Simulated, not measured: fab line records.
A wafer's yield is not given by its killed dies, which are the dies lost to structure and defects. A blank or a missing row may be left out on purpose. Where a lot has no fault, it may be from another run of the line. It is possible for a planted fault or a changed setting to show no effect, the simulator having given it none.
fab line records -- flow sky130 -- part 2 of 2: steps 31 to 38 of 38
record lots=5, wafers=15, last_day=50
route steps=708 shown LOCAL_INTERCONNECT@392 CONTACT@406
lots that met no fault: from a run of the same line without faults
start_h: hours from the record's opening day to when the first of the lot's shown wafers began -- wait_h: hours from the lot's prior step to this one -- " as in the row above -- L1.1+2: a single row standing in for several wafers -- - value missing, or start not given -- * or withheld: withheld -- < > ~ a bound
route shown NAME@n: a module of which the file shows steps, and the number in the route of the first -- usual: mean and standard deviation over wafers with no fault -- same: alike in all rows -- chamber/n: place in a boat -- sites: the reading at each site -- _std_site: standard deviation of those values -- _edge_site: mean of outer sites minus mean of inner sites -- radius_mm: how far each site lies from the wafer's centre -- mask NAME#n: copy n -- behind: the most recent tool/chamber to have shaped the wafer -- hold: the reason the lot was held/the length of the hold in hours/how it ended -- device: the transistor (n, p or np) that didn't switch -- end of line: tests of these same wafers at the route's end -- a step given without rows: its recipe and nothing more -- killed: the dies lost at the first sort to structure and to defects; this is not the yield of the wafer -- map: shows each die of a wafer: x if killed, . if not, _ if none is there
set.NAME: the setting as run; set.NAME@STEP: as run at that earlier step -- model.NAME: the simulator's own value behind a step, which no gauge read
certain route steps with their lots: each step a table, each wafer a row
services: from which hour (start_h, from the record's first day; less than 0 if before it) a tool's chamber was out of use, for how many hours, and why
## steps
# step SKY_CONTACT_ETCH_16
# recipe chemistry=N2/H2, target=BARC, ion_energy_ev=200, source_w=500, bias_w=100, pressure_mtorr=30, n2_flow_sccm=100, h2_flow_sccm=200, stop_on=SiO2, time_s=45.9, target_depth_a=600
# usual drypump_motor_current_A=5.8/0.37, oes_product_au=0.856/0.0051, rf_fwd_power_W=494.6/2, throttle_valve_pct=13.225/0.009
# same time_s=45.9
lot.wafer,tool,chamber,start_h,wait_h,drypump_motor_current_A,oes_product_au,rf_fwd_power_W,rf_hours_counter_h,throttle_valve_pct
L080.2,rie_diel-02,0,791.65,0.0,6.5,0.853,493.7,20,13.213
L080.4,rie_diel-02,0,791.65,0.0,6.5,0.852,494.4,-,13.226
L080.5,rie_diel-02,3,791.65,0.0,5.0,0.856,495.6,-,13.222
L088.4,rie_diel-01,2,850.84,0.0,6.1,0.859,492.3,16,13.226
L088.5,rie_diel-01,0,850.84,0.0,5.6,0.859,492.8,-,13.219
L088.6,rie_diel-01,3,850.84,0.0,5.5,0.857,498.7,-,13.225
L089.1,rie_diel-04,3,853.01,0.0,5.7,0.862,498.1,15,13.229
L089.3,rie_diel-04,2,853.01,0.0,5.8,0.849,494.2,17,13.228
L089.5,rie_diel-04,1,853.01,0.0,6.2,0.849,493.7,-,13.212
L094.1,rie_diel-02,2,893.54,0.0,5.7,0.860,492.9,11,13.212
L094.3,rie_diel-02,1,893.54,0.0,5.4,0.867,495.9,6,13.229
L094.6,rie_diel-02,1,893.54,0.0,5.4,0.850,495.7,-,13.222
L097.1,rie_diel-02,2,917.66,0.0,5.7,0.855,494.5,12,13.230
L097.2,rie_diel-02,0,917.66,0.0,6.5,0.864,494.6,23,13.234
L097.3,rie_diel-02,1,917.66,0.0,5.4,0.851,496.9,7,13.227
# step SKY_CONTACT_ETCH_17
# recipe target=SiO2, chemistry=C4F8/O2/Ar, stop_on=Si3N4, mask_material=KrF-thick, source_w=1500, bias_w=1200, pressure_mtorr=40, c4f8_flow_sccm=withheld, O2_flow_sccm=6, Ar_flow_sccm=300, time_s=withheld, target_depth_a=3400
# usual oes_product_au=0.892/0.0045, rf_fwd_power_W=1487/5.5
lot.wafer,tool,chamber,start_h,wait_h,oes_product_au,rf_fwd_power_W
L080.2,rie_diel-02,0,791.70,0.0,0.897,1489
L080.4,rie_diel-02,0,791.70,0.0,0.892,1484
L080.5,rie_diel-02,3,791.70,0.0,0.892,1483
L088.4,rie_diel-01,2,850.89,0.0,0.893,1478
L088.5,rie_diel-01,0,850.89,0.0,0.894,1489
L088.6,rie_diel-01,3,850.89,0.0,0.890,1497
L089.1,rie_diel-04,3,853.05,0.0,0.885,1497
L089.3,rie_diel-04,2,853.05,0.0,0.896,1496
L089.5,rie_diel-04,1,853.05,0.0,0.901,1487
L094.1,rie_diel-02,2,893.59,0.0,0.893,1491
L094.3,rie_diel-02,1,893.59,0.0,0.889,1491
L094.6,rie_diel-02,1,893.59,0.0,0.897,1489
L097.1,rie_diel-02,2,917.70,0.0,0.896,1486
L097.2,rie_diel-02,0,917.70,0.0,0.894,1487
L097.3,rie_diel-02,1,917.70,0.0,0.895,1491
# step SKY_CONTACT_ETCH_18
# recipe target=Si3N4, chemistry=CHF3/O2, stop_on=TiN, source_w=600, bias_w=200, pressure_mtorr=40, chf3_flow_sccm=50, O2_flow_sccm=5, time_s=39, target_depth_a=750
# usual drypump_motor_current_A=5.8/0.37, oes_product_au=0.853/0.0073, rf_fwd_power_W=593.2/2.7, throttle_valve_pct=8.794/0.009
# same time_s=39
lot.wafer,tool,chamber,start_h,wait_h,drypump_motor_current_A,oes_product_au,rf_fwd_power_W,rf_hours_counter_h,throttle_valve_pct
L080.2,rie_diel-02,0,-,-,6.5,0.847,590.9,20,8.783
L080.4,rie_diel-02,0,-,-,6.5,0.856,591.9,-,8.787
L080.5,rie_diel-02,3,-,-,5.0,0.863,596.6,-,8.791
L088.4,rie_diel-01,2,-,-,6.1,0.860,590.3,16,8.788
L088.5,rie_diel-01,0,-,-,5.6,0.863,592.7,-,8.791
L088.6,rie_diel-01,3,-,-,5.5,0.854,596.1,-,8.794
L089.1,rie_diel-04,3,-,-,5.7,0.863,595.6,15,8.800
L089.3,rie_diel-04,2,-,-,5.8,0.839,593.4,17,8.813
L089.5,rie_diel-04,1,-,-,6.2,0.853,591.6,-,8.811
L094.1,rie_diel-02,2,-,-,5.7,0.838,593.7,11,8.794
L094.3,rie_diel-02,1,-,-,5.4,0.840,596.6,6,8.799
L094.6,rie_diel-02,1,-,-,5.4,0.854,596.7,-,8.780
L097.1,rie_diel-02,2,-,-,5.7,0.862,591.4,12,8.798
L097.2,rie_diel-02,0,-,-,6.6,0.841,594.4,23,8.796
L097.3,rie_diel-02,1,-,-,5.4,0.856,597.4,7,8.792
# step SKY_CONTACT_STRIP_19
# recipe chemistry=O2/N2, power_w=1400, pressure_mtorr=1500, platen_temp_c=withheld, o2_flow_sccm=3000, n2_flow_sccm=300, overash_fraction=0.5
# usual drypump_motor_current_A=5.5/0.47, oes_product_au=0.382/0.0053, strip_time_to_endpoint_s=3.66/0.033
lot.wafer,tool,chamber,start_h,wait_h,drypump_motor_current_A,oes_product_au,rf_hours_counter_h,strip_time_to_endpoint_s
L080.2,plasma_asher-03,1,791.79,-,5.5,0.380,5,3.62
L080.4,plasma_asher-03,1,791.79,-,5.5,0.384,-,3.62
L080.5,plasma_asher-03,0,791.79,-,4.8,0.377,-,3.67
L088.4,plasma_asher-02,1,851.01,-,6.1,0.382,-,3.64
L088.5,plasma_asher-02,1,851.01,-,6.1,0.378,-,3.61
L088.6,plasma_asher-02,0,851.01,-,6.0,0.393,-,3.66
L089.1,plasma_asher-02,1,853.14,-,6.1,0.376,110,3.68
L089.3,plasma_asher-02,0,853.14,-,6.0,0.378,-,3.60
L089.5,plasma_asher-02,0,853.14,-,6.0,0.383,-,3.66
L094.1,plasma_asher-03,0,893.68,-,4.8,0.381,13,3.67
L094.3,plasma_asher-03,1,893.68,-,5.5,0.388,-,3.75
L094.6,plasma_asher-03,1,893.68,-,5.5,0.383,-,3.77
L097.1,plasma_asher-01,1,917.79,-,5.2,0.383,76,3.64
L097.2,plasma_asher-01,0,917.79,-,5.5,0.378,76,3.65
L097.3,plasma_asher-01,1,917.79,-,5.2,0.390,-,3.73
# step SKY_CONTACT_STRIP_20
# recipe chemistry=post_etch_residue_remover, time_s=1200, temp_c=72.5
# usual bath_guard_temp_C=72.4/0.48
# same time_s=1200
lot.wafer,tool,chamber,start_h,wait_h,bath_guard_temp_C
L080.2,wet_bench-03,3,791.89,0.1,73.1
L080.4,wet_bench-03,3,791.89,0.1,72.5
L080.5,wet_bench-03,3,791.89,0.1,72.9
L088.4,wet_bench-04,3,851.08,0.0,72.0
L088.5,wet_bench-04,3,851.08,0.0,72.2
L088.6,wet_bench-04,3,851.08,0.0,72.2
L089.1,wet_bench-03,2,853.24,0.1,72.4
L089.3,wet_bench-03,2,853.24,0.1,72.7
L089.5,wet_bench-03,2,853.24,0.1,72.2
L094.1,wet_bench-01,0,893.78,0.1,72.6
L094.3,wet_bench-01,0,893.78,0.1,72.6
L094.6,wet_bench-01,0,893.78,0.1,72.8
L097.1,wet_bench-01,1,917.89,0.1,72.9
L097.2,wet_bench-01,1,917.89,0.1,73.1
L097.3,wet_bench-01,1,917.89,0.1,72.9
# step SKY_CONTACT_CLEAN_21
# recipe chemistry=IPA, time_s=180, temp_c=25
# same time_s=180
lot.wafer,tool,chamber,start_h,wait_h
L080.2+4+5,wet_bench-03,3,792.32,0.1
L088.4+5+6,wet_bench-01,2,851.42,0.0
L089.1+3+5,wet_bench-01,2,853.59,0.0
L094.1+3+6,wet_bench-03,0,894.15,0.0
L097.1+2+3,wet_bench-04,2,918.26,0.0
# step SKY_CONTACT_CLEAN_22
# recipe chemistry=O3/DIW, dry=n2_spin
lot.wafer,tool,chamber,start_h,wait_h
L080.2+4+5,wet_bench-03,0,792.38,0.0
L088.4+5+6,wet_bench-03,3,851.48,0.0
L089.1+3+5,wet_bench-04,3,853.64,0.0
L094.1+3+6,wet_bench-04,0,894.21,0.0
L097.1+2+3,wet_bench-03,3,918.32,0.0
# step SKY_CONTACT_SPUTTER_23
# recipe material=TiN, target_thk_nm=20, chamber_pressure_pa=5, power_w=4000, time_s=80
# usual throttle_valve_pct=30.1/0.96
# same time_s=80
lot.wafer,tool,chamber,start_h,wait_h,throttle_valve_pct
L080.2,pvd_sputter-02,-,792.47,0.0,29.0
L080.4,pvd_sputter-02,-,792.47,0.0,31.4
L080.5,pvd_sputter-02,-,792.47,0.0,30.1
L088.4,pvd_sputter-02,-,851.57,0.0,28.5
L088.5,pvd_sputter-02,-,851.57,0.0,29.4
L088.6,pvd_sputter-02,-,851.57,0.0,30.2
L089.1,pvd_sputter-02,-,853.74,0.0,29.1
L089.3,pvd_sputter-02,-,853.74,0.0,30.1
L089.5,pvd_sputter-02,-,853.74,0.0,30.0
L094.1,pvd_sputter-03,-,894.30,0.0,30.9
L094.3,pvd_sputter-03,-,894.30,0.0,30.1
L094.6,pvd_sputter-03,-,894.30,0.0,28.8
L097.1,pvd_sputter-01,-,918.41,0.0,29.0
L097.2,pvd_sputter-01,-,918.41,0.0,30.4
L097.3,pvd_sputter-01,-,918.41,0.0,30.9
## services
tool,chamber,start_h,hours,kind
cmp-02,-,732.97,1.5,repair
krf_scanner-02,-,735.64,1.3,pm
krf_scanner-02,-,740.15,4.0,pm
rie_diel-02,-,745.55,1.6,repair
krf_scanner-01,-,748.51,1.3,pm
krf_scanner-01,-,758.94,0.8,pm
rie_metal-01,-,759.48,14.6,pm
rie_diel-02,2,770.17,21.8,repair
krf_scanner-01,-,797.17,1.0,pm
krf_scanner-02,-,807.19,0.6,repair
krf_scanner-02,-,819.76,0.8,pm
krf_scanner-01,-,821.20,1.7,repair
krf_scanner-02,-,834.07,2.0,repair
cmp-02,-,848.60,5.0,pm
krf_scanner-02,-,857.72,2.9,repair
krf_scanner-02,-,871.82,4.4,pm
hdpcvd-01,-,872.91,1.5,repair
krf_scanner-01,-,875.50,0.6,repair
rie_diel-02,-,879.08,2.8,pm
krf_scanner-02,-,891.56,1.0,pm
rie_diel-02,0,894.01,8.1,repair
rie_diel-02,0,903.26,8.6,repair
krf_scanner-02,-,903.80,0.2,repair
krf_scanner-02,-,911.54,1.3,pm
